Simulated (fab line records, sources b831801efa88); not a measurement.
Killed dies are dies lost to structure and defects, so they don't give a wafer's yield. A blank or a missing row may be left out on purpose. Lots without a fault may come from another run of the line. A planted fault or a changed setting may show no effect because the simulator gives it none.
fab line records | flow gf180mcu
record lots=15 wafers=45 last_day=34
route steps=602 shown STI@1 VT_IMPLANT@127 POLY_GATE@174
lots that met no fault: from a run of the same line without faults
start_h: hours from the record's first day to the start of the lot's first wafer shown | wait_h: hours since the lot's step before | " the same as in the row above | L1.1+2: a row that stands for several wafers | - no value, or no start given | * or withheld: withheld | < > ~ a bound
route shown NAME@n: a module of which the file shows steps, and the number in the route of the first | usual: mean/standard deviation of fault-free wafers | same: alike in all rows | chamber/n: place in a boat | sites: the reading at each site | _std_site: their standard deviation | _edge_site: outer sites' mean less inner sites' | radius_mm: how far each site lies from the wafer's centre | mask NAME#n: copy n | behind: the tool/chamber that last shaped the wafer | hold: why the lot was held/for how many hours/how that ended | device: the transistor (n, p or np) that didn't switch | end of line: the same wafers' tests at the end of the route | a step without rows: its recipe alone | killed: dies lost to structure and defects at the first sort, not the wafer's yield | map: a wafer's dies, x killed, . not, _ none there
set.NAME: the setting as run; set.NAME@STEP: as run at that earlier step | model.NAME: the simulator's own value behind a step, which no gauge read
steps of the route over a sample of lots; a table a step, a row a wafer
services: from which hour (start_h, from the record's first day; less than 0 if before it) a tool's chamber was out of use, for how many hours, and why
## steps
# step GF_STI_BOW_MEAS_00
# recipe mode=bow
# usual INCOMING_BOW=0/6.2
# columns lot.wafer tool chamber start_h wait_h INCOMING_BOW[um]
L686.1 film_metro-01 - 10.00 - 5
L686.3 " - " " -15
L686.6 " - " " -4
L688.2 film_metro-01 - 20.02 - -6
L688.4 " - " " 0
L688.6 " - " " 1
L690.2 film_metro-01 - 30.02 - 0
L690.5 " - " " -7
L690.6 " - " " -9
L691.2 film_metro-02 - 35.02 - 5
L691.3 " - " " 4
L691.6 " - " " 2
L692.1 film_metro-02 - 40.00 - -2
L692.5 " - " " 2
L692.6 " - " " -6
L695.2 film_metro-01 - 55.02 - 12
L695.4 " - " " -3
L695.5 " - " " -1
L697.1 film_metro-02 - 65.00 - 4
L697.3 " - " " 3
L697.6 " - " " 9
L699.4 film_metro-02 - 75.06 - 4
L699.5 " - " " 3
L699.6 " - " " 2
L700.1 film_metro-01 - 80.00 - 2
L700.3 " - " " 1
L700.4 " - " " -3
L701.2 film_metro-02 - 85.02 - -4
L701.4 " - " " -6
L701.6 " - " " -3
L702.2 film_metro-02 - 90.02 - -3
L702.3 " - " " 6
L702.4 " - " " 3
L703.2 film_metro-04 - 95.02 - -3
L703.4 " - " " 0
L703.5 " - " " -8
L704.2 film_metro-01 - 100.02 - 3
L704.3 " - " " 7
L704.6 " - " " 2
L705.1 film_metro-02 - 105.00 - 10
L705.2 " - " " -17
L705.5 " - " " -9
L706.1 film_metro-04 - 110.00 - -7
L706.2 " - " " 1
L706.4 " - " " -5
# step GF_STI_THK_MEAS_04
# recipe reads=Si3N4_of_STI_CVD_03
# usual STI_CVD_03_THK=207.4/2.8
# columns lot.wafer tool chamber start_h wait_h STI_CVD_03_THK[nm]
L686.1 film_metro-01 - 13.56 0.0 209.0
L686.3 " - " " 208.7
L686.6 " - " " 209.5
L688.2 film_metro-01 - 23.57 0.0 200.9
L688.4 " - " " 202.1
L688.6 " - " " 200.7
L690.2 film_metro-04 - 33.57 0.0 206.1
L690.5 " - " " 205.8
L690.6 " - " " 206.4
L691.2 film_metro-04 - 38.59 0.0 207.0
L691.3 " - " " 205.3
L691.6 " - " " 205.7
L692.1 film_metro-02 - 43.67 0.0 207.9
L692.5 " - " " 209.0
L692.6 " - " " 208.1
L695.2 film_metro-01 - 59.76 0.0 207.7
L695.4 " - " " 207.9
L695.5 " - " " 207.6
L697.1 film_metro-01 - 68.56 0.0 207.9
L697.3 " - " " 207.9
L697.6 " - " " 207.9
L699.4 film_metro-02 - 79.47 0.0 211.8
L699.5 " - " " 212.1
L699.6 " - " " 212.5
L700.1 film_metro-04 - 84.89 0.0 207.5
L700.3 " - " " 207.4
L700.4 " - " " 209.2
L701.2 film_metro-02 - 91.63 0.0 209.9
L701.4 " - " " 210.1
L701.6 " - " " 211.2
L702.2 film_metro-02 - 93.62 0.0 208.8
L702.3 " - " " 209.3
L702.4 " - " " 210.3
L703.2 film_metro-01 - 98.57 0.0 210.8
L703.4 " - " " 212.1
L703.5 " - " " 211.1
L704.2 film_metro-01 - 104.32 0.0 207.3
L704.3 " - " " 206.8
L704.6 " - " " 207.9
L705.1 film_metro-02 - 108.56 0.0 213.0
L705.2 " - " " 212.8
L705.5 " - " " 212.3
L706.1 film_metro-04 - 113.56 0.0 206.1
L706.2 " - " " 205.9
L706.4 " - " " 205.2
# step GF_VT_IMPLANT_EXPOSE_37
# recipe mask_id=Nwell_HV_AREA target_cd_nm=860 na=0.6 source_shape=conventional sigma_outer=0.6 dose_mj=140
# usual exposure_dose_mJ_cm2=140.03/0.14 focus_offset_nm=0.0/0.53
# columns lot.wafer tool chamber start_h wait_h mask exposure_dose_mJ_cm2 focus_offset_nm
L686.1 iline_stepper-02 0 149.30 - Nwell_HV_AREA#0 140.07 -0.6
L686.3 " 0 " " Nwell_HV_AREA#0 140.28 0.7
L686.6 " 0 " " Nwell_HV_AREA#0 140.25 -0.6
L688.2 iline_stepper-01 0 161.47 - Nwell_HV_AREA#0 140.16 0.0
L688.4 " 0 " " Nwell_HV_AREA#0 140.28 -0.2
L688.6 " 0 " " Nwell_HV_AREA#0 140.04 0.6
L690.2 iline_stepper-01 0 175.62 - Nwell_HV_AREA#0 140.06 -0.5
L690.5 " 0 " " Nwell_HV_AREA#0 140.12 -1.1
L690.6 " 0 " " Nwell_HV_AREA#0 140.09 -0.4
L691.2 iline_stepper-01 0 182.60 - Nwell_HV_AREA#0 140.01 -0.1
L691.3 " 0 " " Nwell_HV_AREA#0 140.13 0.8
L691.6 " 0 " " Nwell_HV_AREA#0 140.05 0.4
L692.1 iline_stepper-02 0 188.80 - Nwell_HV_AREA#0 139.96 -0.3
L692.5 " 0 " " Nwell_HV_AREA#0 140.00 -0.5
L692.6 " 0 " " Nwell_HV_AREA#0 139.79 -0.3
L695.2 iline_stepper-01 0 209.05 - Nwell_HV_AREA#0 140.13 -0.2
L695.4 " 0 " " Nwell_HV_AREA#0 140.20 -0.2
L695.5 " 0 " " Nwell_HV_AREA#0 139.92 0.8
L697.1 iline_stepper-02 0 225.41 - Nwell_HV_AREA#0 140.03 -0.2
L697.3 " 0 " " Nwell_HV_AREA#0 139.98 -0.3
L697.6 " 0 " " Nwell_HV_AREA#0 139.97 -0.1
L699.4 iline_stepper-02 0 234.53 - Nwell_HV_AREA#0 140.11 0.8
L699.5 " 0 " " Nwell_HV_AREA#0 140.17 -0.5
L699.6 " 0 " " Nwell_HV_AREA#0 140.16 0.9
L700.1 iline_stepper-02 0 240.83 - Nwell_HV_AREA#0 140.12 -0.4
L700.3 " 0 " " Nwell_HV_AREA#0 140.22 -0.2
L700.4 " 0 " " Nwell_HV_AREA#0 140.14 0.1
L701.2 iline_stepper-01 0 250.67 - Nwell_HV_AREA#0 139.81 -0.4
L701.4 " 0 " " Nwell_HV_AREA#0 139.91 -0.1
L701.6 " 0 " " Nwell_HV_AREA#0 139.91 -0.5
L702.2 iline_stepper-01 0 253.49 - Nwell_HV_AREA#0 139.80 0.1
L702.3 " 0 " " Nwell_HV_AREA#0 140.13 -0.1
L702.4 " 0 " " Nwell_HV_AREA#0 139.98 -1.2
L703.2 iline_stepper-02 - 261.77 - Nwell_HV_AREA#0 - -
L703.4 " - " " Nwell_HV_AREA#0 - -
L703.5 " - " " Nwell_HV_AREA#0 - -
L704.2 iline_stepper-02 - 265.36 - Nwell_HV_AREA#0 - -
L704.3 " - " " Nwell_HV_AREA#0 - -
L704.6 " - " " Nwell_HV_AREA#0 - -
L705.1 iline_stepper-02 - 273.13 - Nwell_HV_AREA#0 - -
L705.2 " - " " Nwell_HV_AREA#0 - -
L705.5 " - " " Nwell_HV_AREA#0 - -
L706.1 iline_stepper-01 0 277.25 - Nwell_HV_AREA#0 140.06 0.4
L706.2 " 0 " " Nwell_HV_AREA#0 140.22 0.4
L706.4 " 0 " " Nwell_HV_AREA#0 140.21 0.6
# step GF_POLY_GATE_THK_MEAS_17
# recipe reads=SiO2_of_POLY_GATE_OXIDATION_16
# usual POLY_GATE_OXIDATION_THK=3.99/0.086
# columns lot.wafer tool chamber start_h wait_h POLY_GATE_OXIDATION_THK[nm]
L686.1 film_metro-02 - 199.26 0.0 4.11
L686.3 " - " " 3.95
L686.6 " - " " 3.99
L688.2 film_metro-03 - 211.02 0.0 3.89
L688.4 " - " " 3.92
L688.6 " - " " 3.85
L690.2 film_metro-02 - 228.68 0.0 4.04
L690.5 " - " " 4.06
L690.6 " - " " 3.98
L691.2 film_metro-03 - 238.24 0.0 4.08
L691.3 " - " " 4.05
L691.6 " - " " 4.03
L692.1 film_metro-01 - 249.44 0.0 3.93
L692.5 " - " " 3.90
L692.6 " - " " 4.01
L695.2 film_metro-02 - 272.87 0.0 3.90
L695.4 " - " " 3.94
L695.5 " - " " 3.92
L697.1 film_metro-01 - 290.79 0.0 4.11
L697.3 " - " " 4.04
L697.6 " - " " 4.16
L699.4 film_metro-03 - 300.38 0.0 4.01
L699.5 " - " " 3.96
L699.6 " - " " 4.01
L700.1 film_metro-02 - 309.41 0.0 3.87
L700.3 " - " " 3.89
L700.4 " - " " 3.83
L701.2 film_metro-02 - 318.14 0.0 3.99
L701.4 " - " " 3.93
L701.6 " - " " 4.03
L702.2 film_metro-03 - 318.14 0.0 4.04
L702.3 " - " " 4.04
L702.4 " - " " 4.02
L706.1 film_metro-03 - 339.93 0.0 3.98
L706.2 " - " " 3.97
L706.4 " - " " 4.00
## services
# columns tool chamber start_h hours kind
iline_stepper-02 - 128.89 2.1 repair
iline_stepper-01 0 136.77 - calibration
iline_stepper-02 - 191.08 0.6 repair
iline_stepper-02 - 202.41 1.7 pm
iline_stepper-01 - 204.08 1.7 pm
iline_stepper-02 0 213.18 - calibration
iline_stepper-01 - 224.56 15.5 repair
iline_stepper-01 - 259.92 8.9 pm
## key
first_sign step=GF_VT_IMPLANT_EXPOSE_37 reading=tool_record direction=missing
effect none on later readings
met_at GF_VT_IMPLANT_EXPOSE_37
struck_lots L703,L704,L705
later_rows_left_out L703.2,L703.4,L703.5,L704.2,L704.3,L704.6,L705.1,L705.2,L705.5
sort_left_out L703.2,L703.4,L703.5,L704.2,L704.3,L704.6,L705.1,L705.2,L705.5
tester_left_out L703,L704,L705
not_acting_at GF_STI_BOW_MEAS_00,GF_STI_THK_MEAS_04,GF_POLY_GATE_THK_MEAS_17
onset_between 240.83 261.77
fault kind=skipped_step_whole tool=iline_stepper-02 chamber=- onset_h=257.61 steps=GF_VT_IMPLANT_EXPOSE_37 scope=struck_lots_only
# tester_left_out: of these lots the tester's yield and bins aren't shown, on N5 and GAA mostly nor the transistor test; their killed dies are dies lost to structure and defects alone, not to doping, threshold or leakage, so they don't give the yield
# sort_left_out: the simulated sort isn't trusted on such a fault, so these wafers' sort isn't shown, and their yield isn't known
# later_rows_left_out: the simulator's readings of these wafers behind a module that went badly wrong aren't trusted and aren't shown, but for the sort
